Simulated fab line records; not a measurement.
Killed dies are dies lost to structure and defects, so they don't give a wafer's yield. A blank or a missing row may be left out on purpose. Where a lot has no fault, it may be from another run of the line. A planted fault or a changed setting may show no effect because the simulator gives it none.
What tool caused it? + flow sky130 + 14 lots, 42 wafers sampled, at 2 steps of a route of 708

== WHAT THE GAUGES SHOWED, per wafer ==
SKY_CONTACT_OVL_MEAS_15.
| lot  | measured     | on         | CONTACT_OVL (nm) |
|------|--------------|------------|------------------|
| L527 | day 31 09:53 | overlay-02 | 5 3 2            |
| L528 | day 31 15:55 | overlay-02 | 14 6 12          |
| L529 | day 32 02:49 | overlay-01 | 12 7 8           |
| L530 | day 32 15:37 | overlay-01 | 17 11 13         |
| L533 | day 33 18:28 | overlay-01 | 6 15 2           |
| L536 | day 34 16:07 | overlay-01 | 4 11 11          |
| L544 | day 37 16:43 | overlay-01 | -4 -4 2          |
| L545 | day 37 18:52 | overlay-02 | 13 7 2           |
| L547 | day 38 03:13 | overlay-02 | 6 7 4            |
| L550 | day 38 17:22 | overlay-02 | -1 -5 -3         |
| L549 | day 38 20:05 | overlay-02 | 13 11 6          |

== EACH LOT AND THE TOOL THAT RAN IT (in order: tool; ch and the chambers of the sampled wafers; start) ==
| lot  | SKY_SONOS_TUNNEL_DEVELOP_06       |
|------|-----------------------------------|
| L527 | litho_track-01 ch 0, day 11 05:44 |
| L528 | litho_track-04 ch 0, day 11 11:58 |
| L529 | litho_track-02 ch 0, day 11 22:19 |
| L530 | litho_track-02 ch 0, day 12 08:13 |
| L533 | litho_track-04 ch 0, day 13 11:34 |
| L536 | litho_track-04 ch 0, day 14 12:11 |
| L539 | litho_track-04 ch 0, day 15 04:37 |
| L540 | litho_track-04 ch 0, day 15 15:35 |
| L542 | litho_track-04 ch 0, day 16 15:50 |
| L544 | litho_track-02 ch 0, day 17 10:28 |
| L545 | litho_track-01 ch 0, day 17 19:36 |
| L547 | litho_track-02 ch 0, day 18 05:27 |
| L550 | litho_track-02 ch 0, day 18 20:54 |
| L549 | litho_track-04 ch 0, day 19 01:38 |
- SKY_SONOS_TUNNEL_DEVELOP_06: develop time 60 s.

== AS READ BY THE TOOLS THEMSELVES (means over the sampled wafers that have a number; for cases with no such wafer, the mark the record gives instead) ==
The record holds no such reading with a usual standard deviation.

== THE ANSWER, worked out from the rows above alone ==
Rule: usual is defined by the lots themselves. Put in order of their means at a reading, lots are off if they are a third of the lots or fewer, leave a main group of 4 or more, and stand apart from it by a gap of 3 or more times the standard deviation of the main group's means; of several such gaps the widest counts. A main group whose means are all the same, to the digits that the tables above print for the reading, isn't used. Also off: a lot with no number at a reading for which 4 or more lots have one. Any other lot the step has rows for is counted as sound. Order of review: gauges by route order, followed by the tools' own readings, for which a lot's mean as printed above is used. The first step at which some lot is off is used, and at that step the reading that is off furthest; a lot without a number counts as furthest.
No lot is off on any of the readings shown, so nothing can be concluded from this.

== WHAT THE SIMULATOR HAD INSERTED ==
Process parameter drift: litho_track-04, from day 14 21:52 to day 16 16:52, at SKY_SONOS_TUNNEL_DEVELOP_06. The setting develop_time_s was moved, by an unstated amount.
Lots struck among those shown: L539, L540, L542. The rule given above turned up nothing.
